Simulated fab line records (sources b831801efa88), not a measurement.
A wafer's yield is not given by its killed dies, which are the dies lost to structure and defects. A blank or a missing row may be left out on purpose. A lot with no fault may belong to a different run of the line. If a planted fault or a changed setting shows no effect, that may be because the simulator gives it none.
fab line records ; flow sky130
record: lots: 5; wafers: 15; last-day: 50
route steps=708 shown GATE_OXIDE@198 POLY_GATE@204 RES_PROTECT@206
lots untouched by any fault: they come from a run of this same line in which no faults occurred
start-h: hours from the record's first day to the start of the lot's first wafer shown ; wait-h: hours elapsed since this lot's preceding step ; " unchanged from the row above ; L1.1+2: a row that stands for several wafers ; - no value present, or no start provided ; * or withheld: withheld ; < > ~ a bound
route shown NAME@n: names a module that has steps shown in the file, with the first one's number in the route ; usual: mean/standard deviation of fault-free wafers ; same: alike in all rows ; chamber/n: place in a boat ; sites: each site's reading ; _std_site: their standard deviation ; _edge_site: the outer-site mean with the inner-site mean subtracted ; radius-mm: how far each site lies from the wafer's centre ; mask NAME#n: copy n ; behind: the most recent tool/chamber to have shaped the wafer ; hold: reason for holding the lot/hours on hold/outcome of the hold ; device: whichever transistor did not switch (one of n, p or np) ; end of line: the same wafers' tests at the end of the route ; for a step that has no rows: nothing shown but its recipe ; killed: at the first sort, the dies lost to defects and structure; wafer yield is something else ; map: per-die view of a wafer (x killed, . not killed, _ where there is no die)
set.NAME: the run value of the setting; set.NAME@STEP: its run value at that earlier step ; model.NAME: the simulator's own value behind a step, which no gauge read
lots at some steps of the route; a table a step, a row a wafer
services: from which hour (start-h, from the record's first day; less than 0 if before it) a tool's chamber was out of use, for how many hours, and why
== steps ==
step: SKY_GATE_OXIDE_IMPLANT_11
recipe: species: B; energy-kev: 10; dose-cm2: 2.6e+12; tilt-deg: withheld
step: SKY_GATE_OXIDE_WET_ETCH_12
recipe: chemistry: dHF; target-depth-nm: 16.8; dry: n2-spin; target: SiO2; dilution: 100:1; temp-c: 25; time-s: 336
step: SKY_GATE_OXIDE_STRIP_13
recipe: chemistry: O2/N2; power-w: 1400; pressure-mtorr: 1500; platen-temp-c: withheld; o2-flow-sccm: 3000; n2-flow-sccm: 300; overash-fraction: 0.5
usual: drypump-motor-current-A: 5.7/0.4; oes-product-au: 0.716/0.0044; strip-time-to-endpoint-s: 14.41/0.04
lot.wafer;tool;chamber;start-h;wait-h;drypump-motor-current-A;oes-product-au;rf-hours-counter-h;strip-time-to-endpoint-s
L226.1;plasma-asher-01;0;346.72;0.0;5.4;0.720;65;14.48
L226.2;plasma-asher-01;1;346.72;0.0;5.5;0.723;65;14.48
L226.3;plasma-asher-01;0;346.72;0.0;5.3;0.715;-;14.44
L229.2;plasma-asher-02;0;380.78;0.0;5.2;0.717;25;14.40
L229.4;plasma-asher-02;0;380.78;0.0;5.2;0.716;-;14.39
L229.5;plasma-asher-02;0;380.78;0.0;5.3;0.715;-;14.37
L232.1;plasma-asher-01;0;397.22;0.0;5.3;0.718;70;14.35
L232.2;plasma-asher-01;1;397.22;0.0;5.5;0.713;70;14.37
L232.5;plasma-asher-01;1;397.22;0.0;5.5;0.720;-;14.38
L241.1;plasma-asher-04;0;481.12;0.0;5.6;0.719;67;14.47
L241.2;plasma-asher-04;1;481.12;0.0;6.3;0.719;67;14.43
L241.3;plasma-asher-04;1;481.12;0.0;6.3;0.710;-;14.44
L244.1;plasma-asher-04;0;501.28;0.0;5.6;0.711;69;14.44
L244.3;plasma-asher-04;1;501.28;0.0;6.3;0.719;-;14.41
L244.5;plasma-asher-04;1;501.28;0.0;6.4;0.718;-;14.41
step: SKY_GATE_OXIDE_TW_MEAS_14
usual: GATE_OXIDE_TW: 224.3/1.1
lot.wafer;tool;chamber;start-h;wait-h;GATE_OXIDE_TW
L226.1;film-metro-03;-;346.82;0.1;223.9
L226.2;film-metro-03;-;346.82;0.1;224.1
L226.3;film-metro-03;-;346.82;0.1;222.6
L229.2;film-metro-03;-;380.89;0.1;226.4
L229.4;film-metro-03;-;380.89;0.1;226.4
L229.5;film-metro-03;-;380.89;0.1;226.5
L232.1;film-metro-03;-;397.32;0.1;222.5
L232.2;film-metro-03;-;397.32;0.1;225.4
L232.5;film-metro-03;-;397.32;0.1;223.5
L241.1;film-metro-04;-;481.22;0.1;224.4
L241.2;film-metro-04;-;481.22;0.1;223.5
L241.3;film-metro-04;-;481.22;0.1;223.0
L244.1;film-metro-03;-;501.38;0.1;223.8
L244.3;film-metro-03;-;501.38;0.1;222.7
L244.5;film-metro-03;-;501.38;0.1;222.7
step: SKY_GATE_OXIDE_CLEAN_15
recipe: chemistry: SC1/SC2; mix: 1:4:20; temp-c: 70; time-s: 150; dry: n2-spin
step: SKY_GATE_OXIDE_OXIDATION_16
recipe: temp-c: 800; ambient: O2; idle-temp-c: 700; ramp-up-c-per-min: 10; ramp-down-c-per-min: 3; stabilise-s: 600; purge-s: 300; target-thk-a: 35.7; ox-time-s: 1915
step: SKY_POLY_GATE_CVD_00
recipe: material: poly-Si; target-thk-nm: 180; temp-c: 620; time-s: 720; pressure-mtorr: 200
step: SKY_POLY_GATE_THK_MEAS_01
recipe: reads: poly-Si_of_POLY_GATE_CVD_00
usual: POLY_GATE_CVD_00_THK: 179.9/1.6
lot.wafer;tool;chamber;start-h;wait-h;POLY_GATE_CVD_00_THK[nm]
L226.1;film-metro-01;-;351.82;0.0;180.1
L226.2;film-metro-01;-;351.82;0.0;178.4
L226.3;film-metro-01;-;351.82;0.0;178.5
L229.2;film-metro-02;-;384.17;0.0;183.3
L229.4;film-metro-02;-;384.17;0.0;181.5
L229.5;film-metro-02;-;384.17;0.0;182.7
L232.1;film-metro-03;-;403.64;0.0;178.7
L232.2;film-metro-03;-;403.64;0.0;180.1
L232.5;film-metro-03;-;403.64;0.0;181.2
L241.1;film-metro-02;-;484.06;0.0;178.7
L241.2;film-metro-02;-;484.06;0.0;178.3
L241.3;film-metro-02;-;484.06;0.0;179.3
L244.1;film-metro-02;-;504.82;0.0;178.7
L244.3;film-metro-02;-;504.82;0.0;179.5
L244.5;film-metro-02;-;504.82;0.0;178.8
step: SKY_RES_PROTECT_DEHYDRATE_00
recipe: temp-c: 200; time-s: 60
step: SKY_RES_PROTECT_HMDS_01
recipe: prime-time-s: 60; prime-temp-c: 120
step: SKY_RES_PROTECT_COAT_02
recipe: resist: NOVOLAK; spin-rpm: 3000; resist-thk-nm: 1140
step: SKY_RES_PROTECT_SOFTBAKE_03
recipe: temp-c: 90; time-s: 60; resist: NOVOLAK
step: SKY_RES_PROTECT_EXPOSE_04
recipe: mask-id: RPM; na: 0.6; source-shape: conventional; sigma-outer: 0.6; polarization: unpolarized; target-cd-nm: 1270; dose-mj: 131
lot.wafer;tool;chamber;start-h;wait-h;mask
L226.1+2+3;iline-stepper-01;0;364.71;-;RPM#0
L229.2+4+5;iline-stepper-02;0;398.28;-;TUNM#0
L232.1+2+5;iline-stepper-02;0;418.51;-;RPM#0
L241.1+2+3;iline-stepper-01;0;498.68;-;RPM#0
L244.1+3+5;iline-stepper-02;0;519.29;-;RPM#0
step: SKY_RES_PROTECT_PEB_05
recipe: temp-c: withheld; time-s: *; resist: NOVOLAK
step: SKY_RES_PROTECT_DEVELOP_06
recipe: resist: NOVOLAK; developer: TMAH; develop-time-s: 60; dev-temp-c: 23
step: SKY_POLY_GATE_IMPLANT_02
recipe: species: P; energy-kev: 30; dose-cm2: 7.557e+15; tilt-deg: 0
step: SKY_RES_PROTECT_STRIP_07
recipe: chemistry: O2/N2; power-w: 1400; pressure-mtorr: 1500; platen-temp-c: withheld; o2-flow-sccm: 3000; n2-flow-sccm: 300; overash-fraction: 0.5
usual: drypump-motor-current-A: 5.6/0.34; oes-product-au: 0.519/0.0047; strip-time-to-endpoint-s: 23.19/0.043
lot.wafer;tool;chamber;start-h;wait-h;drypump-motor-current-A;oes-product-au;rf-hours-counter-h;strip-time-to-endpoint-s
L226.1;plasma-asher-01;1;379.39;0.1;5.5;0.516;69;23.22
L226.2;plasma-asher-01;0;379.39;0.1;5.3;0.511;69;23.22
L226.3;plasma-asher-01;1;379.39;0.1;5.6;0.521;-;23.19
L229.2;plasma-asher-04;0;413.14;0.1;5.6;0.524;60;23.19
L229.4;plasma-asher-04;1;413.14;0.1;6.3;0.521;-;23.21
L229.5;plasma-asher-04;1;413.14;0.1;6.3;0.514;-;23.23
L232.1;plasma-asher-03;1;433.54;0.1;5.2;0.511;73;23.11
L232.2;plasma-asher-03;0;433.54;0.1;5.7;0.516;73;23.19
L232.5;plasma-asher-03;0;433.54;0.1;5.7;0.513;-;23.12
L241.1;plasma-asher-04;1;512.76;0.1;6.4;0.512;71;23.19
L241.2;plasma-asher-04;0;512.76;0.1;5.6;0.512;71;23.17
L241.3;plasma-asher-04;0;512.76;0.1;5.6;0.519;-;23.17
L244.1;plasma-asher-03;1;534.34;0.1;5.3;0.517;83;23.16
L244.3;plasma-asher-03;0;534.34;0.1;5.7;0.519;-;23.21
L244.5;plasma-asher-03;0;534.34;0.1;5.7;0.515;-;23.18
step: SKY_RES_PROTECT_TW_MEAS_08
usual: POLY_GATE_TW: 4035/28
lot.wafer;tool;chamber;start-h;wait-h;POLY_GATE_TW
L226.1;film-metro-04;-;379.49;0.1;4010
L226.2;film-metro-04;-;379.49;0.1;4010
L226.3;film-metro-04;-;379.49;0.1;4019
L229.2;film-metro-02;-;413.25;0.1;30
L229.4;film-metro-02;-;413.25;0.1;30
L229.5;film-metro-02;-;413.25;0.1;30
L232.1;film-metro-01;-;433.64;0.1;4061
L232.2;film-metro-01;-;433.64;0.1;4054
L232.5;film-metro-01;-;433.64;0.1;4058
L241.1;film-metro-02;-;512.86;0.1;4075
L241.2;film-metro-02;-;512.86;0.1;4056
L241.3;film-metro-02;-;512.86;0.1;4047
L244.1;film-metro-01;-;534.44;0.1;4068
L244.3;film-metro-01;-;534.44;0.1;4064
L244.5;film-metro-01;-;534.44;0.1;4044
step: SKY_RES_PROTECT_CLEAN_09
recipe: chemistry: SC1/SC2; mix: 1:4:20; temp-c: 70; time-s: 150; dry: n2-spin
== services ==
tool;chamber;start-h;hours;kind
iline-stepper-02;-;342.39;1.7;pm
iline-stepper-01;-;353.97;1.7;pm
plasma-asher-01;-;421.25;9.0;pm
plasma-asher-01;0;421.25;9.0;vent-cycle
plasma-asher-01;1;421.25;9.0;vent-cycle
plasma-asher-01;0;430.25;-;clean
plasma-asher-01;1;430.25;-;clean
plasma-asher-03;-;475.07;0.9;repair
iline-stepper-01;-;479.99;7.4;repair
iline-stepper-02;-;479.99;5.0;repair
plasma-asher-02;-;503.82;15.6;pm
== key ==
first-sign: step: SKY_RES_PROTECT_EXPOSE_04; reading: mask; direction: changed
effect: step: SKY_RES_PROTECT_TW_MEAS_08; reading: POLY_GATE_TW; direction: down; sigmas: 99+; usual: 4035; struck: 30
met-at SKY_RES_PROTECT_EXPOSE_04
struck-wafers L229.2,L229.4,L229.5
tester-left-out L229
fault: kind: wrong-mask; tool: any; chamber: -; onset-h: 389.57; steps: SKY_RES_PROTECT_EXPOSE_04; aux-copy: TUNM#0; scope: struck-lots-only
tester-left-out: of these lots the tester's yield and bins aren't shown, on N5 and GAA mostly nor the transistor test; their killed dies are dies lost to structure and defects alone, not to doping, threshold or leakage, so they don't give the yield
